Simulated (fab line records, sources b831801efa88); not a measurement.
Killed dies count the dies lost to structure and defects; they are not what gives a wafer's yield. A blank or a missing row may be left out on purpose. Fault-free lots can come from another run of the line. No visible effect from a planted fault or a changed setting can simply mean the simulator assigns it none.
Which of the tools did it? / flow gf180mcu / Sampling: 13 lots, 39 wafers, 2 of 602 route steps

## WHAT THE GAUGES SHOWED, per wafer
GF_V5_CD_MEAS_14: the cd target is 260 nm.
lot=L279; measured=day 27 04:57; on=cd sem-01; cd nm (nm)=258.8 258.4 258.7
lot=L280; measured=day 27 15:58; on=cd sem-01; cd nm (nm)=259.2 260.8 259.0
lot=L281; measured=day 27 21:36; on=cd sem-02; cd nm (nm)=260.5 260.4 260.7
lot=L282; measured=day 28 05:59; on=cd sem-01; cd nm (nm)=257.8 258.3 259.0
lot=L283; measured=day 28 08:29; on=cd sem-02; cd nm (nm)=257.5 257.0 257.1
lot=L285; measured=day 29 02:48; on=cd sem-01; cd nm (nm)=258.9 260.3 259.3
lot=L286; measured=day 29 06:22; on=cd sem-01; cd nm (nm)=261.2 260.2 260.2
lot=L284; measured=day 29 09:15; on=cd sem-01; cd nm (nm)=261.9 261.8 260.9
lot=L293; measured=day 31 12:38; on=cd sem-02; cd nm (nm)=268.0 267.3 267.6
lot=L295; measured=day 31 22:08; on=cd sem-02; cd nm (nm)=267.4 266.8 266.9
lot=L301; measured=day 33 07:41; on=cd sem-02; cd nm (nm)=261.4 260.8 262.5
lot=L302; measured=day 33 17:18; on=cd sem-01; cd nm (nm)=262.2 261.3 261.4
lot=L296; measured=day 34 06:20; on=cd sem-01; cd nm (nm)=258.3 259.3 258.5

## EACH LOT AND THE TOOL THAT RAN IT (in order: tool; ch and the chambers of the sampled wafers; start)
lot=L279; GF_V5_PEB_12=litho track-03 ch 0, day 27 04:36
lot=L280; GF_V5_PEB_12=litho track-04 ch 0, day 27 15:39
lot=L281; GF_V5_PEB_12=litho track-03 ch 0, day 27 21:15
lot=L282; GF_V5_PEB_12=litho track-02 ch 0, day 28 05:38
lot=L283; GF_V5_PEB_12=litho track-02 ch 0, day 28 08:08
lot=L285; GF_V5_PEB_12=litho track-03 ch 0, day 29 02:27
lot=L286; GF_V5_PEB_12=litho track-02 ch 0, day 29 06:01
lot=L284; GF_V5_PEB_12=litho track-03 ch 0, day 29 08:54
lot=L293; GF_V5_PEB_12=litho track-04 ch 0, day 31 12:17
lot=L295; GF_V5_PEB_12=litho track-04 ch 0, day 31 21:47
lot=L301; GF_V5_PEB_12=litho track-02 ch 0, day 33 07:20
lot=L302; GF_V5_PEB_12=litho track-03 ch 0, day 33 16:57
lot=L296; GF_V5_PEB_12=litho track-02 ch 0, day 34 05:59
- GF_V5_PEB_12: peb time 86.29 s.

## WHAT THE TOOLS THEMSELVES READ (means of the sampled wafers that have a number; where no wafer has one, the mark that the record gives instead)
GF_V5_PEB_12.
lot=L279; tool=litho track-03; heater power total W (W)=86.84; plate temp C (C)=134.98
lot=L280; tool=litho track-04; heater power total W (W)=86.91; plate temp C (C)=134.97
lot=L281; tool=litho track-03; heater power total W (W)=86.82; plate temp C (C)=135.07
lot=L282; tool=litho track-02; heater power total W (W)=86.82; plate temp C (C)=135.21
lot=L283; tool=litho track-02; heater power total W (W)=86.87; plate temp C (C)=134.93
lot=L285; tool=litho track-03; heater power total W (W)=86.84; plate temp C (C)=134.93
lot=L286; tool=litho track-02; heater power total W (W)=86.87; plate temp C (C)=134.92
lot=L284; tool=litho track-03; heater power total W (W)=86.81; plate temp C (C)=134.95
lot=L293; tool=litho track-04; heater power total W (W)=88.73; plate temp C (C)=137.28
lot=L295; tool=litho track-04; heater power total W (W)=88.72; plate temp C (C)=137.41
lot=L301; tool=litho track-02; heater power total W (W)=86.83; plate temp C (C)=134.92
lot=L302; tool=litho track-03; heater power total W (W)=86.87; plate temp C (C)=134.93
lot=L296; tool=litho track-02; heater power total W (W)=86.90; plate temp C (C)=134.97

## THE ANSWER, worked out from the rows above alone
Rule: the lots themselves supply what counts as usual. Put in order of their means at a reading, lots are off if they are a third of the lots or fewer, leave a main group of 4 or more, and stand apart from it by a gap of 3 or more times the standard deviation of the main group's means; of several such gaps the widest counts. If all means in a main group match to the digits the tables above print for the reading, that group is not used. A lot without any number at a reading at which 4 lots or more have one is off too. Any other lot the step has rows for is counted as sound. First the gauges in route order, then the tools' own readings, where a lot's mean is used as printed above. At the first step where some lot is off, the reading lying furthest off is the one used; lots without a number count as furthest.
Off, at GF_V5_CD_MEAS_14 on cd nm: L293, L295. Mean 259.8 nm and standard deviation 1.4 in the main group.
A tool fits if, at a process step before that reading, it ran every lot that is off, and no sound lot after the first of them. The gauges at GF_V5_CD_MEAS_14 aren't tried: what is off there is off at GF_V5_PEB_12 too, on other tools, and a gauge's error can't cause that. One candidate fits, namely litho track-04 at GF_V5_PEB_12. A fault onset in the window from L280 (day 27 15:39, its last sound lot) to L293 (day 31 12:17, its first lot off) fits.
The tool's own readings at GF_V5_PEB_12 bear it out: on the lots that are off they differ by more than 5 times the standard deviation of the sound lots' means. heater power total W reads 88.72 W there against 86.85 W on the sound lots; plate temp C reads 137.34 C there against 134.98 C on the sound lots.

## WHAT THE SIMULATOR HAD INSERTED
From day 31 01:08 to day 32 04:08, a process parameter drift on litho track-04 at GF_V5_PEB_12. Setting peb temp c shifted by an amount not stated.
Lots struck among those shown: L293, L295. Same finding as the rule above.
